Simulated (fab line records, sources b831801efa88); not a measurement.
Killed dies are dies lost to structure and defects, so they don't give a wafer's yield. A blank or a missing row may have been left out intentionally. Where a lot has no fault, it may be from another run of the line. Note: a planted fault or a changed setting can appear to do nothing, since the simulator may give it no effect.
A single fault, viewed from 2 desks ; flow gf180mcu ; numbers are kept per desk, each desk with only its own; the story behind them comes last

== METROLOGY DESK ==
Means of the sampled wafers that have a number, per lot and without regard to the tool the lot ran on: this is what the gauges read. The brackets show how far a lot's mean lies from the usual mean; more than 4 standard deviations puts the lot out of limits, marked OUT.
Columns: A = cd nm at GF_SAB_CD_MEAS_09, usual 419.3 nm; B = SAB_OVL at GF_SAB_OVL_MEAS_10, usual 0.0 nm; C = SALICIDE_TIN_RS at GF_SALICIDE_RS_MEAS_04, usual 16.30 ohm/sq
lot;first seen here;A;B;C
L880;day 14 22:30;420.4;-0.5;15.95
L884;day 16 11:18;415.4;0.6;16.12
L887;day 17 15:43;420.0;4.1;16.57
L900;day 22 08:17;421.0;-1.3;16.22
L902;day 23 03:08;418.7;-1.7;16.35
Finding of this desk: none of the 5 lots has anything out of limits.

== THE TOOL OWNER'S DESK: pvd sputter-01 ==
The tool's own readings at GF_SALICIDE_SPUTTER_03 (material TiN, target thk 20 nm, time 16.7 s): means of the sampled wafers that have a number, for each lot that ran on this tool. The brackets show how far a lot's mean lies from the usual mean; more than 4 standard deviations puts the lot out of limits, marked OUT.
Columns: A = throttle valve pct at GF_SALICIDE_SPUTTER_03, usual 29.0 %
lot;first seen here;A
L880;day 14 23:01;29.1
L900;day 22 08:47;28.5
Finding of this desk: none of the 2 lots has anything out of limits.

== BROUGHT TOGETHER ==
At the metrology desk, nothing out of limits was observed.
Nothing out of limits was seen by the tool owner's desk.

== WHAT THE SIMULATOR PUT IN ==
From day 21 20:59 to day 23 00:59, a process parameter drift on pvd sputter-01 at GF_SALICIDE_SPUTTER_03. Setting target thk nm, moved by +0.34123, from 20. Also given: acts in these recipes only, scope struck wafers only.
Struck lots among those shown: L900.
